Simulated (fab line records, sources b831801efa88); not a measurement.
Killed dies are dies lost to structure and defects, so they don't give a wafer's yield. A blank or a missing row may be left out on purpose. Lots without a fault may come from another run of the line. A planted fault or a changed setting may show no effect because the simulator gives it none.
Which tool did it? | flow sky130 | 10 lots, 30 wafers sampled, at 6 steps of a route of 708

WHAT THE GAUGES READ, wafer by wafer
SKY_POLY_CUT_CD_MEAS_08: target cd 270 nm. Usual: cd_nm 269.5 nm, standard deviation 1.5.
lot  | measured     | on        | cd_nm (nm)        | flag
L977 | day 23 23:30 | cd_sem-02 | 270.7 270.0 269.5 |
L978 | day 24 04:04 | cd_sem-01 | 268.9 269.6 269.2 |
L981 | day 25 15:46 | cd_sem-01 | 270.4 269.6 269.7 |
L983 | day 26 08:50 | cd_sem-02 | 272.1 270.8 271.3 |
L993 | day 29 18:21 | cd_sem-01 | 268.9 269.3 270.7 |
L996 | day 30 23:10 | cd_sem-02 | 268.2 268.8 267.9 |
L997 | day 31 04:59 | cd_sem-02 | 269.1 269.5 269.0 |
L998 | day 31 13:55 | cd_sem-02 | 269.2 268.5 268.4 |
L999 | day 31 23:53 | cd_sem-02 | 268.5 267.7 268.4 |
L100 | day 32 03:31 | cd_sem-01 | 271.8 273.5 271.1 |

SKY_METAL1_CD_MEAS_15: target cd 140 nm. Usual: cd_nm 139.9 nm, standard deviation 1.7.
lot  | measured     | on        | cd_nm (nm)        | flag
L977 | day 32 13:18 | cd_sem-02 | 139.0 137.8 139.1 |
L978 | day 32 16:04 | cd_sem-01 | 139.7 138.6 139.0 |
L981 | day 33 23:42 | cd_sem-01 | 141.0 140.5 140.5 |
L983 | day 34 16:23 | cd_sem-01 | 142.0 139.7 141.2 |
L993 | day 37 17:38 | cd_sem-02 | 138.3 139.1 136.6 |
L996 | day 38 20:01 | cd_sem-02 | 138.4 137.9 137.7 |
L997 | day 39 02:55 | cd_sem-01 | 140.3 139.7 140.3 |
L998 | day 39 10:24 | cd_sem-01 | 143.8 142.2 142.0 |
L999 | day 39 19:55 | cd_sem-01 | 138.5 139.1 140.3 |
L100 | day 39 23:16 | cd_sem-02 | 140.1 142.1 139.7 |

SKY_METAL2_RS_MEAS_05: measures by four-point-probe. Usual: METAL2_ALCU_RS 0.1269 ohm/sq, standard deviation 0.001.
lot  | measured     | on            | METAL2_ALCU_RS (ohm/sq) | flag
L977 | day 33 18:23 | film_metro-01 | 0.1282 0.1289 0.1281    |
L978 | day 33 21:17 | film_metro-01 | 0.1257 0.1260 0.1257    |
L981 | day 35 05:22 | film_metro-02 | 0.1275 0.1274 0.1266    |
L983 | day 35 22:07 | film_metro-01 | 0.1266 0.0822 0.0822    | OFF
L993 | day 38 22:00 | film_metro-01 | 0.1263 0.1260 0.1263    |
L996 | day 39 23:53 | film_metro-02 | 0.1276 0.1269 0.1270    |
L997 | day 40 06:50 | film_metro-02 | 0.1260 0.1272 0.1261    |
L998 | day 40 14:25 | film_metro-04 | 0.1270 0.1270 0.1269    |
L999 | day 40 23:26 | film_metro-02 | 0.1296 0.1285 0.1302    |
L100 | day 41 03:00 | film_metro-01 | 0.1271 0.1269 0.1276    |

SKY_METAL2_THK_MEAS_06: measures by xrf. Usual: METAL2_ALCU_THK 250.4 nm, standard deviation 2.5.
lot  | measured     | on            | METAL2_ALCU_THK (nm) | flag
L977 | day 33 18:31 | film_metro-01 | 248.1 247.1 249.5    |
L978 | day 33 21:24 | film_metro-01 | 253.9 253.0 252.2    |
L981 | day 35 05:29 | film_metro-02 | 249.1 251.4 251.9    |
L983 | day 35 22:13 | film_metro-01 | 248.0 384.3 382.1    | OFF
L993 | day 38 22:06 | film_metro-01 | 250.7 253.9 251.2    |
L996 | day 40 00:00 | film_metro-02 | 248.1 248.7 248.2    |
L997 | day 40 06:56 | film_metro-02 | 251.3 247.3 252.2    |
L998 | day 40 14:32 | film_metro-04 | 251.4 250.2 250.8    |
L999 | day 40 23:32 | film_metro-02 | 244.3 245.4 241.4    |
L100 | day 41 03:07 | film_metro-01 | 251.0 252.5 251.9    |

WHICH TOOL RAN EACH LOT (tool, then ch and the chambers of the sampled wafers, then the start)
lot  | SKY_METAL1_SPUTTER_00        | SKY_METAL2_SPUTTER_02
L977 | pvd_sputter-01, day 31 09:33 | pvd_sputter-02, day 33 18:17
L978 | pvd_sputter-03, day 31 13:02 | pvd_sputter-01, day 33 21:10
L981 | pvd_sputter-02, day 32 21:19 | pvd_sputter-04, day 35 05:16
L983 | pvd_sputter-02, day 33 13:53 | pvd_sputter-01, day 35 21:59
L993 | pvd_sputter-02, day 36 16:16 | pvd_sputter-02, day 38 21:52
L996 | pvd_sputter-03, day 37 18:23 | pvd_sputter-01, day 39 23:41
L997 | pvd_sputter-01, day 38 01:54 | pvd_sputter-04, day 40 06:43
L998 | pvd_sputter-01, day 38 09:00 | pvd_sputter-01, day 40 14:19
L999 | pvd_sputter-01, day 38 18:50 | pvd_sputter-01, day 40 23:19
L100 | pvd_sputter-01, day 38 22:48 | pvd_sputter-01, day 41 02:53
- SKY_METAL1_SPUTTER_00: material Ti, target thk 15 nm, time 10 s.
- SKY_METAL2_SPUTTER_02: material AlCu, target thk 250 nm, time 13.3 s.

WHAT THE TOOLS THEMSELVES READ (means of the sampled wafers that have a number; where no wafer has one, the mark that the record gives instead)
SKY_METAL1_SPUTTER_00. Usual: throttle_valve_pct 30.1 %, standard deviation 0.53.
lot  | tool           | throttle_valve_pct (%) | flag
L977 | pvd_sputter-01 | 30.2                   |
L978 | pvd_sputter-03 | 30.6                   |
L981 | pvd_sputter-02 | 30.0                   |
L983 | pvd_sputter-02 | 29.6                   |
L993 | pvd_sputter-02 | 29.9                   |
L996 | pvd_sputter-03 | 30.6                   |
L997 | pvd_sputter-01 | 29.8                   |
L998 | pvd_sputter-01 | 29.9                   |
L999 | pvd_sputter-01 | 30.1                   |
L100 | pvd_sputter-01 | 30.1                   |

SKY_METAL2_SPUTTER_02. Usual: throttle_valve_pct 30.0 %, standard deviation 0.64.
lot  | tool           | throttle_valve_pct (%) | flag
L977 | pvd_sputter-02 | 29.9                   |
L978 | pvd_sputter-01 | 29.9                   |
L981 | pvd_sputter-04 | 30.1                   |
L983 | pvd_sputter-01 | 29.9                   |
L993 | pvd_sputter-02 | 30.2                   |
L996 | pvd_sputter-01 | 29.6                   |
L997 | pvd_sputter-04 | 29.7                   |
L998 | pvd_sputter-01 | 30.1                   |
L999 | pvd_sputter-01 | 30.4                   |
L100 | pvd_sputter-01 | 29.9                   |

THE ANSWER, worked out from the rows above alone
Rule: a lot is off if the mean of its wafers that have a number lies more than 3 standard deviations from the usual mean. A lot without any number at a reading at which 4 lots or more have one is off too. The other lots that the step has rows for count as sound. The gauges are gone through in route order, then the tools' own readings, and for those a lot's mean is taken as printed above. The first step at which some lot is off is used, and at that step the reading that is off furthest; a lot without a number counts as furthest.
Off: L983, at SKY_METAL2_RS_MEAS_05 (METAL2_ALCU_RS).
A tool fits if, at a process step before that reading, it ran every lot that is off, and no sound lot after the first of them. The gauges at SKY_METAL2_RS_MEAS_05 are tried like those tools. None of those tried fits.

WHAT THE SIMULATOR HAD PUT IN
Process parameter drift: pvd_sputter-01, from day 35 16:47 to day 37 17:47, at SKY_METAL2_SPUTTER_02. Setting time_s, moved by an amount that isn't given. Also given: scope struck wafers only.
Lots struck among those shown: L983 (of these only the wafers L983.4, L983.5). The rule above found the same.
